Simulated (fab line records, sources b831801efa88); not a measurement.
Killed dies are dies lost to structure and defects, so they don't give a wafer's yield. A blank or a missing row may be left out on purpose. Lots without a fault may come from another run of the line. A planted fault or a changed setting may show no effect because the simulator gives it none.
Chamber matching | flow gf180mcu | GF_SAB_ETCH_11 on rie_diel-02: 4 sister chambers
The step etches SiO2 in C4F8/O2/Ar, target depth 55 nm, time 8.5 s. 7 wafers are shown with their chamber, then 7 later ones without.

WAFERS WITH THEIR CHAMBER
wafer  | chamber | oes_product_au (a.u.) | bias_w (W)
L804.5 | 3       | 1.000                 | 1204
L805.1 | 2       | 0.991                 | 1199
L806.2 | 0       | 0.996                 | 1201
L806.5 | 1       | 1.001                 | 1205
L806.6 | 0       | 0.982                 | 1201
L807.1 | 2       | 1.004                 | 1196
L807.3 | 1       | 0.998                 | 1197

WAFERS WITHOUT THEIR CHAMBER
wafer  | oes_product_au (a.u.) | bias_w (W)
L807.6 | 0.998                 | 1201
L810.1 | 1.013                 | 1200
L810.3 | 1.002                 | 1194
L810.5 | 1.007                 | 1199
L811.1 | 1.017                 | 1201
L811.5 | 1.001                 | 1199
L811.6 | 1.006                 | 1203

WHICH CHAMBER EACH WENT THROUGH
wafer  | from the rows above               | in truth
L807.6 | can't be placed: 1 or 3 or 2 or 0 | 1
L810.1 | can't be placed: 1 or 3 or 2 or 0 | 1
L810.3 | can't be placed: 2 or 1 or 0 or 3 | 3
L810.5 | can't be placed: 1 or 2 or 3 or 0 | 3
L811.1 | can't be placed: 1 or 3 or 2 or 0 | 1
L811.5 | can't be placed: 1 or 2 or 3 or 0 | 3
L811.6 | can't be placed: 3 or 1 or 2 or 0 | 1
Placed correctly: 0 of 7. Can't be placed from these rows: 7 (the true chamber is among the candidates in 7). Placed wrongly: 0.
How it was worked out, from the rows above alone: a wafer's distance from a chamber is the root of the sum, over the readings, of the square of ((its reading less the chamber's mean) divided by the reading's scatter). The wafer belongs to the nearest chamber; if the next one is less than 2 further off, it can't be placed. A chamber's mean is the mean of its shown wafers. The scatter: the root of (the sum of the squares of (reading less its chamber's mean) over the shown wafers, divided by (wafers less chambers)).
